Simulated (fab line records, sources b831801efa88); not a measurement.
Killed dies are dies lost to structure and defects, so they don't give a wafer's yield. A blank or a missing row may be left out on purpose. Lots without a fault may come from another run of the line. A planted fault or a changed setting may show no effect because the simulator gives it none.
Which tool did it? | flow sky130 | 11 lots, 33 wafers sampled, at 2 steps of a route of 708

WHAT THE GAUGES READ, wafer by wafer
SKY_POLY_GATE_THK_MEAS_01.
lot  | measured     | on            | POLY_GATE_CVD_00_THK (nm)
L240 | day 13 21:08 | film_metro-02 | 181.9 181.6 181.8
L242 | day 15 01:08 | film_metro-01 | 182.1 180.7 181.7
L244 | day 16 00:26 | film_metro-02 | 179.1 179.7 179.3
L247 | day 16 17:53 | film_metro-02 | 179.8 179.0 177.6
L249 | day 17 10:26 | film_metro-04 | 183.7 183.1 183.1
L251 | day 17 22:19 | film_metro-04 | 178.5 179.2 177.1
L253 | day 19 11:52 | film_metro-04 | 175.3 175.7 174.2
L260 | day 22 00:06 | film_metro-04 | 180.0 180.8 179.8
L261 | day 22 07:07 | film_metro-01 | 180.4 178.2 179.0
L262 | day 22 07:05 | film_metro-02 | 179.3 180.4 177.9
L263 | day 22 16:10 | film_metro-02 | 179.8 180.0 180.2

WHICH TOOL RAN EACH LOT (tool, then ch and the chambers of the sampled wafers, then the start)
lot  | SKY_VT_ADJUST_NCORE_STRIP_10
L240 | plasma_asher-03 ch 0,1, day 8 11:47
L242 | plasma_asher-01 ch 0,1, day 9 10:59
L244 | plasma_asher-02 ch 0,1, day 10 03:59
L247 | plasma_asher-02 ch 0,1, day 10 21:35
L249 | plasma_asher-02 ch 0,1, day 11 10:50
L251 | plasma_asher-03 ch 0,1, day 11 19:59
L253 | plasma_asher-03 ch 0,1, day 13 03:11
L260 | plasma_asher-03 ch 0, day 15 04:41
L261 | plasma_asher-01 ch 0,1, day 15 07:59
L262 | plasma_asher-01 ch 0,1, day 15 13:17
L263 | plasma_asher-03 ch 0,1, day 15 18:43
- SKY_VT_ADJUST_NCORE_STRIP_10: strips in O2/N2.

WHAT THE TOOLS THEMSELVES READ (means of the sampled wafers that have a number; where no wafer has one, the mark that the record gives instead)
SKY_VT_ADJUST_NCORE_STRIP_10.
lot  | tool            | drypump_motor_current_A (A) | oes_product_au (a.u.) | strip_time_to_endpoint_s (s)
L240 | plasma_asher-03 | 6.1                         | 0.715                 | 14.14
L242 | plasma_asher-01 | 5.4                         | 0.713                 | 14.16
L244 | plasma_asher-02 | 5.4                         | 0.718                 | 14.21
L247 | plasma_asher-02 | 5.3                         | 0.717                 | 14.19
L249 | plasma_asher-02 | 5.4                         | 0.715                 | 14.14
L251 | plasma_asher-03 | 6.0                         | 0.717                 | 14.13
L253 | plasma_asher-03 | 6.0                         | 0.720                 | 14.15
L260 | plasma_asher-03 | 6.3                         | 0.719                 | 14.20
L261 | plasma_asher-01 | 5.4                         | 0.723                 | 14.19
L262 | plasma_asher-01 | 5.1                         | 0.721                 | 14.21
L263 | plasma_asher-03 | 6.0                         | 0.717                 | 14.19

THE ANSWER, worked out from the rows above alone
Rule: what is usual is taken from the lots themselves. Put in order of their means at a reading, lots are off if they are a third of the lots or fewer, leave a main group of 4 or more, and stand apart from it by a gap of 3 or more times the standard deviation of the main group's means; of several such gaps the widest counts. A main group whose means are all the same, to the digits that the tables above print for the reading, isn't used. A lot without any number at a reading at which 4 lots or more have one is off too. The other lots that the step has rows for count as sound. The gauges are gone through in route order, then the tools' own readings, and for those a lot's mean is taken as printed above. The first step at which some lot is off is used, and at that step the reading that is off furthest; a lot without a number counts as furthest.
No lot is off at any reading shown: from this, nothing can be told.

WHAT THE SIMULATOR HAD PUT IN
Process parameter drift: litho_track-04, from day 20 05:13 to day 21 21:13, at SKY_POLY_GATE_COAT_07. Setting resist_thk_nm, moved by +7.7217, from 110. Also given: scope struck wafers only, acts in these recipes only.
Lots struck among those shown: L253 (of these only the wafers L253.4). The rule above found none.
